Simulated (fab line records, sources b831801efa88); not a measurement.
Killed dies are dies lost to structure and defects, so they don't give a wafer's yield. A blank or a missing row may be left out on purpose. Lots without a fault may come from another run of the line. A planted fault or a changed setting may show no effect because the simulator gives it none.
Which tool did it? | flow sky130 | 7 lots, 21 wafers sampled, at 1 step of a route of 708

WHAT THE GAUGES READ, wafer by wafer
SKY_VT_ADJUST_HVTR_TW_MEAS_11.
lot  | measured     | on            | VT_ADJUST_HVTR_TW
L319 | day 9 12:04  | film_metro-01 | 212.0 212.4 211.7
L322 | day 10 10:53 | film_metro-02 | 209.5 211.5 210.6
L329 | day 12 14:13 | film_metro-04 | 211.4 212.7 212.2
L334 | day 14 10:23 | film_metro-02 | 210.5 211.4 211.7
L335 | day 15 11:22 | film_metro-02 | 211.8 211.4 210.8
L338 | day 15 21:29 | film_metro-01 | 211.7 212.3 210.5
L341 | day 16 18:20 | film_metro-01 | 211.8 211.7 212.5

WHICH TOOL RAN EACH LOT (tool, then ch and the chambers of the sampled wafers, then the start)
The record holds no process step before these readings.

THE ANSWER, worked out from the rows above alone
Rule: what is usual is taken from the lots themselves. Put in order of their means at a reading, lots are off if they are a third of the lots or fewer, leave a main group of 4 or more, and stand apart from it by a gap of 3 or more times the standard deviation of the main group's means; of several such gaps the widest counts. A main group whose means are all the same, to the digits that the tables above print for the reading, isn't used. A lot without any number at a reading at which 4 lots or more have one is off too. The other lots that the step has rows for count as sound.
No lot is off at any reading shown: from this, nothing can be told.

WHAT THE SIMULATOR HAD PUT IN
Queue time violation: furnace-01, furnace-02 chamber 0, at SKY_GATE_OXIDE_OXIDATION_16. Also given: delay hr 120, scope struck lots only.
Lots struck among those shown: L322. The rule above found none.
